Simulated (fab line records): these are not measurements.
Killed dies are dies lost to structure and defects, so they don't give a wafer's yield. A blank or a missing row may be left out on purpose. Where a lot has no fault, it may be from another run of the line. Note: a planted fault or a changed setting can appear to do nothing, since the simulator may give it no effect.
Commonality check across tools | flow gf180mcu | 39 wafers sampled across 13 lots

WHY IT WAS OPENED
At GF_VT_IMPLANT_RS_MEAS_49 the reading MVPSD_RS is flagged on 2 of 13 lots. No-fault wafers: 1169 ohm/sq, standard deviation 3.2.
Rule: flag the lot when none of its wafers has a number, or when each of its wafers that has one lies beyond 4 standard deviations from that mean. The other lots count as sound.

lot  | measured     | on            | MVPSD_RS (ohm/sq), wafer by wafer | flag
L497 | day 7 11:12  | film metro-01 | 1168 1170 1165                    |
L498 | day 7 20:34  | film metro-04 | 1170 1170 1172                    |
L500 | day 8 11:35  | film metro-04 | 1168 1169 1167                    |
L501 | day 8 16:31  | film metro-03 | 1166 1167 1167                    |
L502 | day 9 00:02  | film metro-01 | 1168 1166 1168                    |
L507 | day 10 10:11 | film metro-03 | 1210 1213 1213                    | FLAGGED
L509 | day 10 23:33 | film metro-04 | 1213 1213 1213                    | FLAGGED
L510 | day 11 05:54 | film metro-03 | 1171 1177 1168                    |
L513 | day 11 22:50 | film metro-03 | 1173 1172 1169                    |
L514 | day 12 10:29 | film metro-04 | 1172 1170 1169                    |
L515 | day 12 16:12 | film metro-04 | 1173 1170 1168                    |
L519 | day 13 18:58 | film metro-04 | 1173 1174 1176                    |
L520 | day 13 23:32 | film metro-04 | 1171 1170 1172                    |
On average the flagged lots' numbers are 1212 ohm/sq, which is +44 ohm/sq against the usual, or +14 standard deviations.

TOOL THAT RAN EACH LOT
The record holds 1 process step before the reading, out of a route of 602 steps. Every cell lists first the tool, next ch and the chambers used by the sampled wafers, and last the start.
lot  | flag    | GF_MVPSD_IMPLANT_09
L497 |         | implanter-04 ch 0, day 4 22:49
L498 |         | implanter-01 ch 0, day 5 06:32
L500 |         | implanter-04 ch 0, day 5 19:16
L501 |         | implanter-03 ch 0, day 6 00:08
L502 |         | implanter-03 ch 0, day 6 06:53
L507 | FLAGGED | implanter-04 ch 0, day 7 13:25
L509 | FLAGGED | implanter-04 ch 0, day 8 01:16
L510 |         | implanter-01 ch 0, day 8 08:00
L513 |         | implanter-01 ch 0, day 8 22:23
L514 |         | implanter-03 ch 0, day 9 08:55
L515 |         | implanter-01 ch 0, day 9 13:49
L519 |         | implanter-01 ch 0, day 10 13:24
L520 |         | implanter-03 ch 0, day 10 18:43
These steps, and what they do:
- GF_MVPSD_IMPLANT_09
- GF_VT_IMPLANT_RS_MEAS_49: measures by four-point-probe.

FLAGGED AGAINST TOTAL, ONE TOOL AT A TIME (gauges that did the reading follow at the end)
step                     | tool          | lots run | flagged | share of the flagged lots | sound lots run after its first flagged lot
GF_MVPSD_IMPLANT_09      | implanter-01  | 5        | 0       | none                      | -
GF_MVPSD_IMPLANT_09      | implanter-03  | 4        | 0       | none                      | -
GF_MVPSD_IMPLANT_09      | implanter-04  | 4        | 2       | all                       | 0
GF_VT_IMPLANT_RS_MEAS_49 | film metro-01 | 2        | 0       | none                      | -
GF_VT_IMPLANT_RS_MEAS_49 | film metro-03 | 4        | 1       | some                      | 2 (L510,L513)
GF_VT_IMPLANT_RS_MEAS_49 | film metro-04 | 7        | 1       | some                      | 4 (L514,L515,L519,L520)

WHAT THE TABLE PERMITS
All flagged lots share 1 row of the table, namely implanter-04 at GF_MVPSD_IMPLANT_09.
- implanter-04 at GF_MVPSD_IMPLANT_09: 2 of its 4 lots flagged. Last sound lot L500 at day 5 19:16, first flagged lot L507 at day 7 13:25; a fault beginning in between fits. Its own readings (beam on s, faraday current uA) fall more than 4 standard deviations out on all wafers of the flagged lots.
Just one tool remains: implanter-04 at GF_MVPSD_IMPLANT_09.

WHAT THE SIMULATOR PUT IN
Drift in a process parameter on implanter-04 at GF_MVPSD_IMPLANT_09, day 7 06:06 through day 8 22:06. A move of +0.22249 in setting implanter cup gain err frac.
Struck lots among those shown: L507, L509. This agrees with what the rule above found.
